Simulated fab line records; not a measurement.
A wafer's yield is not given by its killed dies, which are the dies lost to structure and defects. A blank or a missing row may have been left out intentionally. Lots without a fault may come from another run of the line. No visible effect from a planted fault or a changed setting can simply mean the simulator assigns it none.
Chamber matching / flow gf180mcu / 3 sister chambers for GF_V5_CVD_02 on pecvd-01
The step deposits SiO2 from TEOS, target thk 1450 nm, time 163.28 s. 18 wafers are shown with their chamber, then 9 later ones without.

WAFERS, EACH WITH ITS CHAMBER
wafer=L074.2; chamber=2; heaterPowerW (W)=604
wafer=L074.4; chamber=2; heaterPowerW (W)=673
wafer=L074.6; chamber=2; heaterPowerW (W)=544
wafer=L081.1; chamber=0; heaterPowerW (W)=629
wafer=L081.2; chamber=1; heaterPowerW (W)=672
wafer=L081.3; chamber=2; heaterPowerW (W)=612
wafer=L081.4; chamber=1; heaterPowerW (W)=728
wafer=L081.5; chamber=2; heaterPowerW (W)=658
wafer=L081.6; chamber=0; heaterPowerW (W)=677
wafer=L083.2; chamber=2; heaterPowerW (W)=667
wafer=L083.5; chamber=0; heaterPowerW (W)=562
wafer=L083.6; chamber=2; heaterPowerW (W)=532
wafer=L086.1; chamber=0; heaterPowerW (W)=635
wafer=L086.3; chamber=1; heaterPowerW (W)=622
wafer=L086.5; chamber=0; heaterPowerW (W)=675
wafer=L092.3; chamber=1; heaterPowerW (W)=725
wafer=L092.5; chamber=2; heaterPowerW (W)=552
wafer=L092.6; chamber=1; heaterPowerW (W)=583

SIGNATURES (means of the wafers above)
reading=heaterPowerW; chamber 0=635.60; chamber 1=666.00; chamber 2=605.25; scatter within a chamber=56.6
Rule: a wafer lies at a distance from a chamber equal to the root of the sum of squares, over the readings, of (its reading less the chamber's mean, divided by the reading's scatter). If the next closest chamber is less than 2 further off than the closest, the wafer can't be placed; otherwise it belongs to the closest. How the scatter is found: for the shown wafers, subtract from each reading the mean of its chamber, square and add these, divide the total by (wafers less chambers), then take the root.

WAFERS MISSING THEIR CHAMBER
wafer=L095.2; heaterPowerW (W)=597
wafer=L095.4; heaterPowerW (W)=662
wafer=L095.6; heaterPowerW (W)=582
wafer=L097.1; heaterPowerW (W)=646
wafer=L097.2; heaterPowerW (W)=623
wafer=L097.3; heaterPowerW (W)=665
wafer=L097.4; heaterPowerW (W)=536
wafer=L097.5; heaterPowerW (W)=646
wafer=L097.6; heaterPowerW (W)=715

THE CHAMBER EACH PASSED THROUGH
wafer=L095.2; from the rows above=can't be placed: 2 or 0 or 1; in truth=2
wafer=L095.4; from the rows above=can't be placed: 1 or 0 or 2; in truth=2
wafer=L095.6; from the rows above=can't be placed: 2 or 0 or 1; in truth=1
wafer=L097.1; from the rows above=can't be placed: 0 or 1 or 2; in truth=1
wafer=L097.2; from the rows above=can't be placed: 0 or 2 or 1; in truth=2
wafer=L097.3; from the rows above=can't be placed: 1 or 0 or 2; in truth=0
wafer=L097.4; from the rows above=can't be placed: 2 or 0 or 1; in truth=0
wafer=L097.5; from the rows above=can't be placed: 0 or 1 or 2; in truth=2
wafer=L097.6; from the rows above=can't be placed: 1 or 0 or 2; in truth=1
0 of 9 placed correctly. Unplaceable from these rows: 9, with the true chamber sitting among the candidates in 9. Number placed wrongly: 0.
